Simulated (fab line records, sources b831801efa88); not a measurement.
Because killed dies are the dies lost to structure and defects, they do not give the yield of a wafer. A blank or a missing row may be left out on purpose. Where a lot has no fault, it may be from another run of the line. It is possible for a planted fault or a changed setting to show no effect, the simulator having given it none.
Which of the tools did it? -- flow sky130 -- 36 wafers sampled from 12 lots at 1 step of a route of 708

WHAT THE GAUGES SHOWED, per wafer
SKY_LI_CONTACT_OVL_MEAS_13.
lot,measured,on,LI_CONTACT_OVL (nm)
L075,day 29 14:50,overlay-01,6 6 5
L076,day 30 08:58,overlay-02,3 3 -1
L079,day 31 03:25,overlay-01,0 -1 4
L081,day 31 14:07,overlay-01,-4 0 -6
L084,day 32 13:01,overlay-01,-4 -6 -7
L085,day 32 17:36,overlay-01,2 8 4
L087,day 33 15:37,overlay-01,3 2 8
L089,day 34 00:22,overlay-02,-2 -6 -2
L091,day 34 18:52,overlay-02,-1 -7 -4
L093,day 35 15:43,overlay-02,3 8 6
L095,day 36 14:09,overlay-02,-4 0 -2
L097,day 37 05:49,overlay-01,9 1 9

TOOL THAT RAN EACH LOT (tool first, then ch and the chambers of the sampled wafers, then the start)
The record holds no process step before these readings.

THE ANSWER, worked out from the rows above alone
Rule: the lots themselves supply what counts as usual. The widest of any qualifying gaps counts: lots, ordered by their means at a reading, are off when they make up no more than a third of the lots, leave a main group of 4 or more, and stand apart from it by 3 or more times the standard deviation of that group's means. The tables above print the reading to a certain number of digits; a main group whose means all agree to those digits is not used. Also off: a lot with no number at a reading for which 4 or more lots have one. Where the step has rows for the other lots, those lots are counted as sound.
No lot is off at any reading shown: from this, nothing can be told.

WHAT THE SIMULATOR HAD INSERTED
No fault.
